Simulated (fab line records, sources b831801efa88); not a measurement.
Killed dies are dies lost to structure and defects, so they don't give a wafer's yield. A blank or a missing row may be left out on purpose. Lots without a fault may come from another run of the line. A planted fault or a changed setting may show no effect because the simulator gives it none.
Which tool did it? | flow gf180mcu | 12 lots, 36 wafers sampled, at 5 steps of a route of 602

WHAT THE GAUGES READ, wafer by wafer
GF_M3_RS_MEAS_05: measures by four-point-probe.
lot  | measured     | on            | M3_ALCU_RS (ohm/sq)
L874 | day 20 14:12 | film_metro-04 | 0.0702 0.0679 0.0704
L875 | day 21 00:29 | film_metro-04 | 0.0685 0.0713 0.0688
L876 | day 21 13:26 | film_metro-02 | 0.0708 0.0688 0.0688
L880 | day 22 18:12 | film_metro-04 | 0.0681 0.0678 0.0669
L886 | day 24 19:29 | film_metro-02 | 0.0696 0.0691 0.0694
L888 | day 25 09:23 | film_metro-02 | 0.0689 0.0676 0.0673
L890 | day 25 19:34 | film_metro-01 | 0.0684 0.0668 0.0687
L891 | day 26 06:20 | film_metro-02 | 0.0687 0.0696 0.0695
L893 | day 26 20:38 | film_metro-04 | 0.0697 0.0688 0.0692
L894 | day 27 01:59 | film_metro-02 | 0.0687 0.0697 0.0696
L896 | day 27 21:43 | film_metro-02 | 0.0691 0.0687 0.0687
L897 | day 28 01:47 | film_metro-01 | 0.0701 0.0703 0.0703

GF_M3_OVL_MEAS_15.
lot  | measured     | on         | M3_OVL (nm)
L874 | day 21 14:44 | overlay-01 | 0 -5 -5
L875 | day 22 00:19 | overlay-01 | 0 3 -13
L876 | day 22 13:19 | overlay-02 | -4 -9 4
L880 | day 23 17:07 | overlay-02 | -10 0 -3
L886 | day 25 17:34 | overlay-02 | 37 32 37 49 39 45
L888 | day 26 06:43 | overlay-01 | -8 -10 -23
L890 | day 26 16:44 | overlay-02 | 39 31 34 46 38 46
L891 | day 27 03:07 | overlay-01 | -21 -10 1
L893 | day 27 16:25 | overlay-02 | -7 -9 4
L894 | day 27 21:40 | overlay-01 | 7 4 0
L896 | day 28 17:22 | overlay-02 | 1 -2 1
L897 | day 28 21:59 | overlay-02 | -5 -1 -8

WHICH TOOL RAN EACH LOT (tool, then ch and the chambers of the sampled wafers, then the start)
lot  | GF_V2_SPUTTER_22             | GF_V2_CVD_23                  | GF_M3_EXPOSE_11
L874 | pvd_sputter-03, day 20 13:20 | cvd_w-02 ch 0,1, day 20 13:22 | krf_scanner-02 ch 0, day 21 02:37
L875 | pvd_sputter-02, day 20 23:31 | cvd_w-01 ch 1, day 20 23:34   | krf_scanner-01 ch 0, day 21 12:28
L876 | pvd_sputter-02, day 21 12:35 | cvd_w-02 ch 0,1, day 21 12:37 | krf_scanner-02 ch 0, day 22 01:52
L880 | pvd_sputter-03, day 22 17:20 | cvd_w-01 ch 0,1, day 22 17:22 | krf_scanner-02 ch 0, day 23 05:51
L886 | pvd_sputter-04, day 24 18:38 | cvd_w-01 ch 0,1, day 24 18:40 | krf_scanner-02 ch 0, day 25 06:47
L888 | pvd_sputter-04, day 25 08:31 | cvd_w-02 ch 0,1, day 25 08:33 | krf_scanner-01 ch 0, day 25 20:04
L890 | pvd_sputter-02, day 25 18:41 | cvd_w-01 ch 0,1, day 25 18:45 | krf_scanner-02 ch 0, day 26 06:27
L891 | pvd_sputter-04, day 26 05:29 | cvd_w-02 ch 0,1, day 26 05:31 | krf_scanner-01 ch 0, day 26 16:56
L893 | pvd_sputter-03, day 26 19:47 | cvd_w-01 ch 0,1, day 26 19:49 | krf_scanner-01 ch 0, day 27 06:37
L894 | pvd_sputter-04, day 27 01:08 | cvd_w-01 ch 0, day 27 01:10   | krf_scanner-01 ch 0, day 27 11:32
L896 | pvd_sputter-04, day 27 20:50 | cvd_w-01 ch 0,1, day 27 20:53 | krf_scanner-01 ch 0, day 28 07:50
L897 | pvd_sputter-04, day 28 00:53 | cvd_w-01 ch 0,1, day 28 00:58 | krf_scanner-01 ch 0, day 28 11:23
- GF_V2_SPUTTER_22: material TiN, target thk 10 nm, time 40 s.
- GF_V2_CVD_23: deposits W, target thk 350 nm, time 104.94 s.
- GF_M3_EXPOSE_11: exposes mask Metal3, target cd 280 nm.

WHAT THE TOOLS THEMSELVES READ (means of the sampled wafers that have a number; where no wafer has one, the mark that the record gives instead)
GF_V2_SPUTTER_22.
lot  | tool           | throttle_valve_pct (%)
L874 | pvd_sputter-03 | 30.4
L875 | pvd_sputter-02 | 29.8
L876 | pvd_sputter-02 | 29.9
L880 | pvd_sputter-03 | 30.5
L886 | pvd_sputter-04 | 30.2
L888 | pvd_sputter-04 | 30.1
L890 | pvd_sputter-02 | 29.3
L891 | pvd_sputter-04 | 29.7
L893 | pvd_sputter-03 | 30.0
L894 | pvd_sputter-04 | 30.3
L896 | pvd_sputter-04 | 30.2
L897 | pvd_sputter-04 | 29.7

GF_V2_CVD_23.
lot  | tool     | heater_power_w (W)
L874 | cvd_w-02 | 903
L875 | cvd_w-01 | 924
L876 | cvd_w-02 | 911
L880 | cvd_w-01 | 823
L886 | cvd_w-01 | 821
L888 | cvd_w-02 | 890
L890 | cvd_w-01 | 831
L891 | cvd_w-02 | 901
L893 | cvd_w-01 | 826
L894 | cvd_w-01 | 772
L896 | cvd_w-01 | 877
L897 | cvd_w-01 | 892

GF_M3_EXPOSE_11.
lot  | tool           | exposure_dose_mJ_cm2 | focus_offset_nm (nm)
L874 | krf_scanner-02 | 28.009               | -0.0
L875 | krf_scanner-01 | 27.947               | -0.4
L876 | krf_scanner-02 | 27.979               | 0.1
L880 | krf_scanner-02 | 27.978               | 0.0
L886 | krf_scanner-02 | 28.117               | -0.3
L888 | krf_scanner-01 | 27.998               | -0.0
L890 | krf_scanner-02 | 28.108               | 0.1
L891 | krf_scanner-01 | 27.978               | 0.7
L893 | krf_scanner-01 | 27.959               | -0.2
L894 | krf_scanner-01 | 27.982               | -0.7
L896 | krf_scanner-01 | 27.988               | 0.1
L897 | krf_scanner-01 | 27.985               | 0.4

THE ANSWER, worked out from the rows above alone
Rule: what is usual is taken from the lots themselves. Put in order of their means at a reading, lots are off if they are a third of the lots or fewer, leave a main group of 4 or more, and stand apart from it by a gap of 3 or more times the standard deviation of the main group's means; of several such gaps the widest counts. A main group whose means are all the same, to the digits that the tables above print for the reading, isn't used. A lot without any number at a reading at which 4 lots or more have one is off too. The other lots that the step has rows for count as sound. The gauges are gone through in route order, then the tools' own readings, and for those a lot's mean is taken as printed above. The first step at which some lot is off is used, and at that step the reading that is off furthest; a lot without a number counts as furthest.
Off: L886, L890, at GF_M3_OVL_MEAS_15 (M3_OVL). The main group: mean -4 nm, standard deviation 4.5.
A tool fits if, at a process step before that reading, it ran every lot that is off, and no sound lot after the first of them. The gauges at GF_M3_OVL_MEAS_15 aren't tried: what is off there is off at GF_M3_EXPOSE_11 too, on other tools, and a gauge's error can't cause that. One fits: krf_scanner-02 at GF_M3_EXPOSE_11. Its last sound lot is L880 (day 23 05:51), its first lot that is off L886 (day 25 06:47): a fault that began between those two fits.
The tool's own readings at GF_M3_EXPOSE_11 bear it out: on the lots that are off they differ by more than 5 times the standard deviation of the sound lots' means. exposure_dose_mJ_cm2 reads 28.113 there against 27.980 on the sound lots.

WHAT THE SIMULATOR HAD PUT IN
Scanner matching overlay: krf_scanner-02, from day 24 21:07 on, at GF_M3_EXPOSE_11. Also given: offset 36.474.
Lots struck among those shown: L886, L890. The rule above found the same.
